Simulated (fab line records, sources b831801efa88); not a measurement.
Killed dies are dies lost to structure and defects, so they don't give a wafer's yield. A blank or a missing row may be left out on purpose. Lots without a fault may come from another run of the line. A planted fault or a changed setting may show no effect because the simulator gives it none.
fab line records | flow sky130
record lots=11 wafers=33 last_day=52
route steps=708 shown METAL3@532 CAPM@538 PAD_OPEN@708
lots that met no fault: from a run of the same line without faults
start_h: hours from the record's first day to the start of the lot's first wafer shown | wait_h: hours since the lot's step before | " the same as in the row above | L1.1+2: a row that stands for several wafers | - no value, or no start given | * or withheld: withheld | < > ~ a bound
route shown NAME@n: a module of which the file shows steps, and the number in the route of the first | usual: mean/standard deviation of fault-free wafers | same: alike in all rows | chamber/n: place in a boat | sites: the reading at each site | _std_site: their standard deviation | _edge_site: outer sites' mean less inner sites' | radius_mm: how far each site lies from the wafer's centre | mask NAME#n: copy n | behind: the tool/chamber that last shaped the wafer | hold: why the lot was held/for how many hours/how that ended | device: the transistor (n, p or np) that didn't switch | end of line: the same wafers' tests at the end of the route | a step without rows: its recipe alone | killed: dies lost to structure and defects at the first sort, not the wafer's yield | map: a wafer's dies, x killed, . not, _ none there
set.NAME: the setting as run; set.NAME@STEP: as run at that earlier step | model.NAME: the simulator's own value behind a step, which no gauge read
steps of the route over a sample of lots; a table a step, a row a wafer
services: from which hour (start_h, from the record's first day; less than 0 if before it) a tool's chamber was out of use, for how many hours, and why
## steps
# step SKY_METAL3_SPUTTER_00
# recipe material=Ti target_thk_nm=15 power_w=3000 time_s=10 chamber_pressure_pa=0.4
# usual throttle_valve_pct=30.0/0.9
# columns lot.wafer tool chamber start_h wait_h throttle_valve_pct
L426.1 pvd_sputter-03 - 878.44 0.1 30.6
L426.4 " - " " 30.7
L426.5 " - " " 27.9
L427.2 pvd_sputter-04 - 882.73 0.2 29.6
L427.3 " - " " 29.7
L427.4 " - " " 30.4
L428.4 pvd_sputter-01 - 902.89 0.1 30.1
L428.5 " - " " 29.4
L428.6 " - " " 30.6
L430.4 pvd_sputter-04 - 925.11 0.1 30.6
L430.5 " - " " 29.0
L430.6 " - " " 29.8
L431.1 pvd_sputter-04 - 931.25 0.1 29.6
L431.3 " - " " 31.1
L431.4 " - " " 29.3
L432.1 pvd_sputter-04 - 937.56 0.2 30.2
L432.2 " - " " 29.7
L432.5 " - " " 31.3
L442.1 pvd_sputter-03 - 1011.97 0.1 27.8
L442.2 " - " " 30.1
L442.6 " - " " 30.2
L443.1 pvd_sputter-01 - 1024.02 0.2 29.8
L443.2 " - " " 30.8
L443.5 " - " " 30.1
L446.1 pvd_sputter-03 - 1036.81 0.2 30.9
L446.4 " - " " 30.5
L446.5 " - " " 30.5
L447.2 pvd_sputter-03 - 1045.37 0.2 31.2
L447.3 " - " " 30.1
L447.6 " - " " 31.1
L449.1 pvd_sputter-03 - 1053.97 0.2 30.9
L449.3 " - " " 30.8
L449.6 " - " " 29.9
# step SKY_METAL3_SPUTTER_04
# recipe material=TiN target_thk_nm=70 power_w=6500 time_s=58.3 chamber_pressure_pa=0.4
# usual throttle_valve_pct=30.0/0.89
# columns lot.wafer tool chamber start_h wait_h throttle_valve_pct
L426.1 pvd_sputter-03 - 878.54 0.0 30.5
L426.4 " - " " 31.0
L426.5 " - " " 28.0
L427.2 pvd_sputter-04 - 882.84 0.0 29.6
L427.3 " - " " 29.8
L427.4 " - " " 30.6
L428.4 pvd_sputter-01 - 903.00 0.0 30.2
L428.5 " - " " 29.6
L428.6 " - " " 30.6
L430.4 pvd_sputter-04 - 925.21 0.0 30.3
L430.5 " - " " 29.5
L430.6 " - " " 29.6
L431.1 pvd_sputter-04 - 931.36 0.0 29.6
L431.3 " - " " 31.1
L431.4 " - " " 29.5
L432.1 pvd_sputter-04 - 937.66 0.0 30.5
L432.2 " - " " 29.9
L432.5 " - " " 31.6
L442.1 pvd_sputter-03 - 1012.07 0.0 27.9
L442.2 " - " " 29.8
L442.6 " - " " 30.2
L443.1 pvd_sputter-01 - 1024.12 0.0 30.0
L443.2 " - " " 30.8
L443.5 " - " " 29.7
L446.1 pvd_sputter-03 - 1036.93 0.0 30.9
L446.4 " - " " 30.6
L446.5 " - " " 30.8
L447.2 pvd_sputter-03 - 1045.48 0.0 30.6
L447.3 " - " " 30.3
L447.6 " - " " 30.9
L449.1 pvd_sputter-03 - 1054.08 0.0 30.9
L449.3 " - " " 31.0
L449.6 " - " " 30.1
# step SKY_CAPM_THK_MEAS_01
# recipe reads=SiO2_of_CAPM_CVD_00
# usual CAPM_CVD_00_THK=15.47/0.23
# columns lot.wafer tool chamber start_h wait_h CAPM_CVD_00_THK[nm]
L426.1 film_metro-04 - 878.62 - 15.31
L426.4 " - " " 15.54
L426.5 " - " " 15.60
L427.2 film_metro-03 - 882.93 - 15.74
L427.3 " - " " 15.54
L427.4 " - " " 15.79
L428.4 film_metro-03 - 903.10 - 15.73
L428.5 " - " " 15.91
L428.6 " - " " 15.57
L430.4 film_metro-04 - 925.31 - 15.27
L430.5 " - " " 15.74
L430.6 " - " " 15.48
L431.1 film_metro-01 - 931.43 - 15.50
L431.3 " - " " 15.37
L431.4 " - " " 15.67
L432.1 film_metro-04 - 937.73 - 15.38
L432.2 " - " " 15.19
L432.5 " - " " 15.74
L442.1 film_metro-01 - 1012.15 - 15.33
L442.2 " - " " 14.95
L442.6 " - " " 15.28
L443.1 film_metro-01 - 1024.19 - 15.45
L443.2 " - " " 15.33
L443.5 " - " " 15.37
L446.1 film_metro-03 - 1037.00 - 15.25
L446.4 " - " " 15.51
L446.5 " - " " 15.64
L447.2 film_metro-03 - 1045.57 - 15.27
L447.3 " - " " 15.31
L447.6 " - " " 15.43
L449.1 film_metro-04 - 1054.15 - 15.06
L449.3 " - " " 15.50
L449.6 " - " " 15.78
# step SKY_CAPM_OVL_MEAS_12
# usual CAPM_OVL=0.8/1.4
# columns lot.wafer tool chamber start_h wait_h CAPM_OVL[nm]
L426.1 overlay-01 - 907.49 0.1 0.0
L426.4 " - " " 0.0
L426.5 " - " " -2.3
L427.2 overlay-02 - 911.55 0.1 -1.6
L427.3 " - " " -0.1
L427.4 " - " " 0.9
L428.4 overlay-02 - 932.71 0.1 -1.8
L428.5 " - " " -1.3
L428.6 " - " " 0.2
L430.4 overlay-01 - 953.52 0.1 0.4
L430.5 " - " " 1.3
L430.6 " - " " 0.3
L431.1 overlay-01 - 959.54 0.1 -0.5
L431.3 " - " " -0.5
L431.4 " - " " -1.4
L432.1 overlay-02 - 965.05 0.1 1.1
L432.2 " - " " 0.4
L432.5 " - " " 0.6
L442.1 overlay-01 - 1035.90 0.1 2.0
L442.2 " - " " 0.9
L442.6 " - " " 2.0
L443.1 overlay-02 - 1047.69 0.1 -1.5
L443.2 " - " " -1.0
L443.5 " - " " 0.4
L446.1 overlay-01 - 1060.34 0.1 -0.4
L446.4 " - " " -0.4
L446.5 " - " " 1.2
L447.2 overlay-01 - 1068.80 0.1 1.6
L447.3 " - " " 2.8
L447.6 " - " " 0.9
L449.1 overlay-01 - 1076.84 0.1 0.0
L449.3 " - " " 2.5
L449.6 " - " " 1.5
# step SKY_METAL3_METAL_ETCH_18
# recipe target_depth_a=8450 stop_on=SiO2 over_etch_frac=0.3 time_s=183.1 chemistry=Cl2/BCl3 resist_sidewall_deg=88 pressure_mtorr=10 icp_w=900 bias_w=48.5 Cl2_flow_sccm=60 bcl3_flow_sccm=30
# usual drypump_motor_current_A=5.9/0.3 oes_product_au=0.867/0.0068 throttle_valve_pct=22.264/0.0089
# same over_etch_frac=0.3
# columns lot.wafer tool chamber start_h wait_h drypump_motor_current_A oes_product_au rf_hours_counter_h throttle_valve_pct
L426.1 rie_metal-02 0 936.85 0.0 5.8 0.865 6 22.264
L426.4 " 1 " " 6.1 0.862 - 22.273
L426.5 " 1 " " 6.1 0.875 - 22.262
L427.2 rie_metal-02 0 941.15 0.0 5.8 0.868 7 22.254
L427.3 " 1 " " 6.1 0.868 - 22.263
L427.4 " 0 " " 5.8 0.875 - 22.268
L428.4 rie_metal-04 1 962.11 0.1 5.7 0.859 - 22.267
L428.5 " 1 " " 5.8 0.873 - 22.266
L428.6 " 0 " " 6.2 0.869 - 22.260
L430.4 rie_metal-01 1 981.36 0.1 6.1 0.866 - 22.253
L430.5 " 0 " " 5.2 0.852 - 22.274
L430.6 " 1 " " 6.1 0.856 - 22.262
L431.1 rie_metal-04 0 986.86 0.0 6.2 0.856 10 22.271
L431.3 " 1 " " 5.7 0.880 - 22.263
L431.4 " 0 " " 6.2 0.859 - 22.266
L432.1 rie_metal-01 1 991.56 0.0 6.1 0.861 16 22.278
L432.2 " 0 " " 5.2 0.893 12 22.272
L432.5 " 1 " " 6.1 0.868 - 22.274
L442.1 rie_metal-02 0 1060.00 0.0 5.8 0.862 12 22.272
L442.2 " 1 " " 6.1 0.866 16 22.256
L442.6 " 0 " " 5.8 0.875 - 22.257
L443.1 rie_metal-04 0 1071.14 0.0 6.2 0.876 15 22.276
L443.2 " 1 " " 5.7 0.872 22 22.269
L443.5 " 1 " " 5.7 0.872 - 22.255
L446.1 rie_metal-04 0 1084.26 0.0 6.1 0.870 16 22.241
L446.4 " 1 " " 5.7 0.873 - 22.261
L446.5 " 1 " " 5.7 0.872 - 22.265
L447.2 rie_metal-04 0 1092.36 0.0 6.2 0.875 17 22.278
L447.3 " 0 " " 6.2 0.857 - 22.258
L447.6 " 0 " " 6.2 0.866 - 22.264
L449.1 rie_metal-02 1 1099.30 0.0 6.1 0.872 18 22.245
L449.3 " 0 " " 5.8 0.866 - 22.260
L449.6 " 0 " " 5.8 0.867 - 22.264
# step SKY_PAD_OPEN_PROBE_99
# usual defect_limited_yield=82.5/1.9 killed_at_M0_to_M3=44/7.1 killed_at_M4_up=3.3/1.9 killed_at_contacts=24/5.3 killed_at_front_end=15/4.5 killed_at_other=0.3/0.55 killed_dies=86/9.5 killed_open=46/7.3 killed_short=39/6.4 sort_bin_3_pad_short=0.9/0.43 sort_bin_5_function=10.3/1.4 sort_bin_6_memory=6.3/1 sort_n_pass=406/9.5 sort_yield_pct=82.5/1.9
# same gross_dies=492 killed_at_back_side=0 sort_bin_4_leakage[%]=0 sort_bin_8_speed[%]=0
# columns lot.wafer tool chamber start_h wait_h defect_limited_yield[%] killed_at_M0_to_M3 killed_at_M4_up killed_at_contacts killed_at_front_end killed_at_other killed_dies killed_open killed_short sort_bin_3_pad_short[%] sort_bin_5_function[%] sort_bin_6_memory[%] sort_n_pass sort_yield_pct[%]
L427.2 prober-01 - 1117.91 0.1 84.1 43 0 24 10 1 78 47 30 1.0 10.6 4.3 414 84.1
L427.3 prober-01 - 1117.96 0.2 84.1 39 6 16 15 2 78 34 43 1.6 8.3 5.9 414 84.1
L427.4 prober-01 - 1118.01 0.2 82.1 40 2 31 14 1 88 49 38 0.6 10.6 6.7 404 82.1
L430.4 prober-02 - 1149.43 0.2 82.7 45 4 23 13 0 85 46 39 0.8 10.2 6.3 407 82.7
L430.5 prober-02 - 1149.48 0.2 81.5 48 2 22 19 0 91 52 38 0.4 12.4 5.7 401 81.5
L430.6 prober-02 - 1149.53 0.2 82.7 48 3 27 7 0 85 45 40 1.2 10.6 5.5 407 82.7
L431.1 prober-01 - 1154.76 0.1 82.7 42 5 28 10 0 85 42 42 0.6 10.4 6.3 407 82.7
L431.3 prober-01 - 1154.86 0.2 86.0 41 3 20 5 0 69 40 29 1.2 8.3 4.5 423 86.0
L431.4 prober-01 - 1154.91 0.2 86.8 34 9 12 10 0 65 42 23 0.6 7.1 5.5 427 86.8
L442.1 prober-02 - 1212.86 0.1 85.6 35 1 25 10 0 71 40 31 0.6 8.5 5.3 421 85.6
L442.2 prober-02 - 1212.91 0.1 84.6 38 3 23 12 0 76 44 32 0.6 10.6 4.3 416 84.6
L442.6 prober-02 - 1213.11 0.2 79.1 48 1 30 24 0 103 57 46 1.8 12.6 6.5 389 79.1
L443.1 prober-01 - 1220.22 0.1 83.1 49 3 15 16 0 83 43 39 1.2 9.8 5.9 409 83.1
L443.2 prober-01 - 1220.27 0.1 78.0 44 4 34 26 0 108 55 51 1.2 14.6 6.1 384 78.0
L443.5 prober-01 - 1220.42 0.2 82.5 44 2 26 14 0 86 50 36 0.2 12.0 5.3 406 82.5
L446.1 prober-02 - 1230.61 0.1 79.7 59 2 25 14 0 100 48 51 1.0 12.6 6.7 392 79.7
L446.4 prober-02 - 1230.76 0.2 82.9 46 1 19 17 1 84 47 37 0.6 9.1 7.3 408 82.9
L446.5 prober-02 - 1230.81 0.2 83.7 34 4 24 17 1 80 34 46 1.4 9.1 5.7 412 83.7
# killed by level:class
L427.2 VIA1:geometric_particle:open=12 CONTACT:geometric_particle:open=10 LI_CONTACT:geometric_particle:open=7 VIA2:geometric_particle:open=6 FIELD_ISO:geometric_particle:short=5 VIA3:geometric_particle:open=5 LOCAL_INTERCONNECT:geometric_particle:short=4 VIA1:geometric_particle:short=4
L427.3 VIA1:geometric_particle:open=7 VIA1:geometric_particle:short=6 LI_CONTACT:geometric_particle:open=5 METAL1:geometric_particle:short=5 VIA3:geometric_particle:open=5 FIELD_ISO:geometric_particle:short=4 FIELD_ISO:geometric_particle:open=4 CONTACT:geometric_particle:open=4
L427.4 LI_CONTACT:geometric_particle:open=11 VIA1:geometric_particle:open=11 CONTACT:geometric_particle:open=10 METAL2:geometric_particle:short=7 METAL1:geometric_particle:short=5 LOCAL_INTERCONNECT:geometric_particle:short=4 VIA3:geometric_particle:open=4 VIA3:geometric_particle:short=4
L430.4 VIA1:geometric_particle:open=9 CONTACT:geometric_particle:open=8 VIA1:geometric_particle:short=7 FIELD_ISO:geometric_particle:open=6 METAL2:geometric_particle:short=5 VIA2:geometric_particle:open=5 VIA3:geometric_particle:open=5 METAL1:geometric_particle:short=4
L430.5 VIA1:geometric_particle:open=14 LI_CONTACT:geometric_particle:open=7 VIA2:geometric_particle:open=7 VIA3:geometric_particle:open=7 CONTACT:geometric_particle:open=6 POLY_GATE:geometric_particle:short=5 VIA1:geometric_particle:short=5 METAL2:geometric_particle:short=5
L430.6 CONTACT:geometric_particle:open=9 VIA3:geometric_particle:open=8 LI_CONTACT:geometric_particle:open=7 VIA1:geometric_particle:open=7 CONTACT:geometric_particle:short=6 METAL1:geometric_particle:short=6 VIA2:geometric_particle:open=5 METAL3:geometric_particle:short=5
L431.1 VIA1:geometric_particle:open=14 CONTACT:geometric_particle:open=10 CONTACT:geometric_particle:short=7 LOCAL_INTERCONNECT:geometric_particle:short=6 VIA1:geometric_particle:short=5 VIA2:geometric_particle:short=5 LI_CONTACT:geometric_particle:open=4 VIA2:geometric_particle:open=4
L431.3 VIA1:geometric_particle:open=12 CONTACT:geometric_particle:open=9 VIA3:geometric_particle:open=8 VIA1:geometric_particle:short=7 VIA2:geometric_particle:open=4 METAL3:geometric_particle:short=3 LI_CONTACT:geometric_particle:short=3 LI_CONTACT:geometric_particle:open=3
L431.4 VIA1:geometric_particle:open=16 CONTACT:geometric_particle:open=6 VIA2:geometric_particle:open=6 METAL4:geometric_particle:short=6 POLY_GATE:geometric_particle:open=4 FIELD_ISO:geometric_particle:short=3 CONTACT:geometric_particle:short=3 VIA3:geometric_particle:open=3
L442.1 CONTACT:geometric_particle:open=11 VIA3:geometric_particle:open=8 METAL2:geometric_particle:short=6 LOCAL_INTERCONNECT:geometric_particle:short=5 METAL1:geometric_particle:short=5 VIA2:geometric_particle:open=5 POLY_GATE:geometric_particle:open=4 VIA1:geometric_particle:short=4
L442.2 CONTACT:geometric_particle:open=11 VIA1:geometric_particle:open=8 LI_CONTACT:geometric_particle:open=7 VIA3:geometric_particle:open=6 METAL1:geometric_particle:short=5 VIA2:geometric_particle:open=5 VIA2:geometric_particle:short=4 FIELD_ISO:geometric_particle:short=3
L442.6 CONTACT:geometric_particle:open=14 FIELD_ISO:geometric_particle:open=9 VIA1:geometric_particle:open=9 METAL1:geometric_particle:short=8 VIA2:geometric_particle:open=8 LI_CONTACT:geometric_particle:open=7 METAL2:geometric_particle:short=7 POLY_GATE:geometric_particle:open=6
L443.1 VIA1:geometric_particle:open=12 VIA2:geometric_particle:open=8 CONTACT:geometric_particle:open=7 METAL2:geometric_particle:short=7 METAL1:geometric_particle:short=5 VIA3:geometric_particle:short=5 POLY_GATE:geometric_particle:open=4 POLY_GATE:geometric_particle:short=4
L443.2 CONTACT:geometric_particle:open=11 VIA3:geometric_particle:open=9 VIA1:geometric_particle:short=8 FIELD_ISO:geometric_particle:open=7 POLY_GATE:geometric_particle:open=7 CONTACT:geometric_particle:short=7 LOCAL_INTERCONNECT:geometric_particle:short=7 LI_CONTACT:geometric_particle:open=6
L443.5 CONTACT:geometric_particle:open=9 VIA3:geometric_particle:open=8 VIA2:geometric_particle:open=8 VIA1:geometric_particle:open=7 LI_CONTACT:geometric_particle:open=6 LOCAL_INTERCONNECT:geometric_particle:short=6 METAL2:geometric_particle:short=6 VIA2:geometric_particle:short=4
L446.1 VIA2:geometric_particle:open=13 VIA1:geometric_particle:open=9 LI_CONTACT:geometric_particle:open=7 CONTACT:geometric_particle:open=7 VIA3:geometric_particle:open=7 METAL2:geometric_particle:short=6 METAL1:geometric_particle:short=6 VIA1:geometric_particle:short=6
L446.4 VIA3:geometric_particle:open=9 CONTACT:geometric_particle:open=8 VIA1:geometric_particle:open=8 VIA1:geometric_particle:short=7 METAL1:geometric_particle:short=6 LI_CONTACT:geometric_particle:open=5 SPACER:geometric_particle:open=4 VIA2:geometric_particle:open=4
L446.5 CONTACT:geometric_particle:open=9 VIA2:geometric_particle:open=6 METAL1:geometric_particle:short=5 CONTACT:geometric_particle:short=5 POLY_GATE:geometric_particle:short=4 VIA1:geometric_particle:open=4 LI_CONTACT:geometric_particle:open=4 VIA3:geometric_particle:short=4
## services
# columns tool chamber start_h hours kind
pvd_sputter-04 - 857.28 1.5 repair
pvd_sputter-03 3 878.59 - consumable_replace:kit
pvd_sputter-03 3 878.59 18.0 scheduled_down
pvd_sputter-03 3 878.59 18.0 vent_cycle
rie_metal-02 1 886.15 20.4 repair
pvd_sputter-04 - 888.79 5.0 repair
rie_metal-01 - 903.07 1.0 repair
pvd_sputter-04 0 905.61 - consumable_replace:kit
pvd_sputter-04 0 905.61 18.0 scheduled_down
pvd_sputter-04 0 905.61 18.0 vent_cycle
rie_metal-01 0 929.13 2.9 repair
pvd_sputter-04 - 951.74 1.5 repair
rie_metal-04 - 984.08 0.1 repair
pvd_sputter-03 - 995.65 5.8 repair
pvd_sputter-03 - 1008.55 3.4 repair
pvd_sputter-01 - 1011.13 2.7 repair
pvd_sputter-04 - 1024.35 2.1 repair
pvd_sputter-03 2 1066.90 - consumable_replace:kit
pvd_sputter-03 2 1066.90 18.0 scheduled_down
pvd_sputter-03 2 1066.90 18.0 vent_cycle
rie_metal-01 1 1068.93 4.2 repair
pvd_sputter-04 3 1082.89 - consumable_replace:kit
pvd_sputter-04 3 1082.89 18.0 scheduled_down
rie_metal-01 - 1089.03 4.3 pm
## key
first_sign step=SKY_METAL3_METAL_ETCH_18 reading=oes_product_au direction=up sigmas=3.9 usual=0.867 struck=0.893
effect none on later readings
met_at SKY_METAL3_SPUTTER_04
struck_lots L432
struck_wafers L432.2
not_acting_at SKY_METAL3_SPUTTER_00,SKY_CAPM_THK_MEAS_01,SKY_CAPM_OVL_MEAS_12
onset_between 931.36 937.66
fault kind=process_parameter_drift tool=pvd_sputter-04 chamber=- onset_h=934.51 steps=SKY_METAL3_SPUTTER_04 channel=target_thk_nm offset=52.731 shape=step end_h=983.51 scope=struck_wafers_only acts_in=these_recipes_only stated=70
